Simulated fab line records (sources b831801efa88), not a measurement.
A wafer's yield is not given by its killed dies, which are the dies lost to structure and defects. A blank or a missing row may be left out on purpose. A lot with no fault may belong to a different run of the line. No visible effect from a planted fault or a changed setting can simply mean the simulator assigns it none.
Code-filled problem report in 8D (eight disciplines) form + flow sfq_line + the parts of the form that need people (team, actions taken, sign-off) are left out

1. THE PROBLEM
SFQ_TRILAYER_I7_METRO_MEASURE_185, thk_nm: mean 219.7 nm over 1 wafer from 1 lot; wafers with no fault: 199.9 nm, standard deviation 0.87. Relative to the usual mean, that is a shift of +23 standard deviations.
The first sign was on wafer L348.1 at day 74 09:32, on film_metro-03. Wafers with a number at this step in the record: 15, from 5 lots. By rule, "out" or "out of limits" means more than 4 standard deviations away from the usual mean. The other wafers with a number count as sound.

2. WHAT IT IS AND WHAT IT IS NOT
| question                    | is                | is not                                                                   |
|-----------------------------|-------------------|--------------------------------------------------------------------------|
| which readings at this step | thk_nm            | -                                                                        |
| which lots                  | L348              | L339, L340, L359, L360                                                   |
| which wafers of those lots  | L348.1            | L348.4, L348.5                                                           |
| read on which tools         | film_metro-03     | film_metro-01, film_metro-02                                             |
| when                        | from day 74 09:32 | up to then (8 sound wafers); but 6 sound wafers of L359, L360 came after |

3. WHAT RULES OUT EACH SUSPECT
Counting: any tool at a process step up to the reading remains a suspect provided it ran every lot that is out. Sound lots after the first of them don't rule it out here, since some wafers of a struck lot are sound.
- rie_metal-03 at SFQ_TRILAYER_M7_ETCH_METAL_ETCH_180 (etches Nb in Cl2/Ar, stops on SiO2, target depth 240 nm, time 120 s): kept. It ran the lot that is out, L348 (day 74 05:26).
- rie_metal-03 at SFQ_TRILAYER_M7_STRIP_STRIP_181 (strips in O2): kept. It ran the lot that is out, L348 (day 74 05:34).
- pecvd-04 at SFQ_TRILAYER_I7_DEP_PECVD_183 (deposits SiO2 from SiH4/N2O, time 111.11 s, target thk 500 nm): kept. L348, the lot that is out, went through it at day 74 06:20; up to then, the latest sound lot through it was L339 at day 69 17:58.
- cmp-02 at SFQ_TRILAYER_I7_CMP_CMP_184 (polishes SiO2): kept. L348, the lot that is out, went through it at day 74 07:25; up to then, the latest sound lot through it was L339 at day 70 09:24.
- film_metro-03 at SFQ_TRILAYER_I7_METRO_MEASURE_185: kept. It ran the lot that is out, L348 (day 74 09:32). Its own readings are out on those wafers: thk_nm.
- cmp-02, SFQ_TRILAYER_I7_CMP_CMP_184: wafers that are out in chamber 2, sound lot-mates in chambers 1, 3.
Left after counting: rie_metal-03 at SFQ_TRILAYER_M7_ETCH_METAL_ETCH_180, rie_metal-03 at SFQ_TRILAYER_M7_STRIP_STRIP_181, pecvd-04 at SFQ_TRILAYER_I7_DEP_PECVD_183, cmp-02 at SFQ_TRILAYER_I7_CMP_CMP_184, film_metro-03 at SFQ_TRILAYER_I7_METRO_MEASURE_185.

4. THE CAUSE (what the simulator had put in)
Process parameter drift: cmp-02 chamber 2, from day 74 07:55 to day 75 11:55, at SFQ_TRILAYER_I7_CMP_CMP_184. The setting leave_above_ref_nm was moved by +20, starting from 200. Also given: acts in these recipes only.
This tool is one of the 5 suspects left after counting.

5. THE CHAIN OF EFFECTS, in route order
Rows list readings where the struck wafers' mean (over those with a number) sits beyond 3 standard deviations from the usual. Only readings whose record carries a usual standard deviation are examined. hours: median over the lots of the time between each lot's start at the first step of this table that gives one and its start at this step. sigmas: the change, counted in usual standard deviations.
| hours | step                                  | reading            | usual      | on struck wafers | change | sigmas |
|-------|---------------------------------------|--------------------|------------|------------------|--------|--------|
| 0     | SFQ_TRILAYER_I7_CMP_CMP_184           | motor_current_A    | 10.6 A     | 12.4             | +1.8   | +3.2   |
| 0     | SFQ_TRILAYER_I7_CMP_CMP_184           | time_to_endpoint_s | 213 s      | 195              | -18    | -3.1   |
| 2     | SFQ_TRILAYER_I7_METRO_MEASURE_185     | thk_nm             | 199.9 nm   | 219.7            | +19.8  | +23    |
| 59    | SFQ_TRILAYER_I7_VIA_ETCH_VIA_ETCH_190 | oes_product_au     | 0.854 a.u. | 0.899            | +0.045 | +9.2   |
Process steps it contains:
- SFQ_TRILAYER_I7_CMP_CMP_184: polishes SiO2.
- SFQ_TRILAYER_I7_METRO_MEASURE_185
- SFQ_TRILAYER_I7_VIA_ETCH_VIA_ETCH_190: etches SiO2 in CHF3, stops on Nb, target depth 260 nm.
At these later measuring or inspecting steps, every struck wafer for which the step has a row has a number for every such reading, and none has moved that far: SFQ_I7_OVL_MEAS_947.

6. WHAT WOULD HAVE CAUGHT IT SOONER
In this record no reading fell out of limits until day 74 09:32, 2 hours after the fault had begun at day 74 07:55.
Of the tool readings at SFQ_TRILAYER_I7_CMP_CMP_184 for which the record gives a usual standard deviation, none was out on any struck wafer, so an alarm limit of 4 standard deviations on them would not have fired.
By day 74 09:32, every lot that is out (1) had started SFQ_TRILAYER_I7_CMP_CMP_184 on cmp-02. A hold on the tool at that time would have spared none of them.
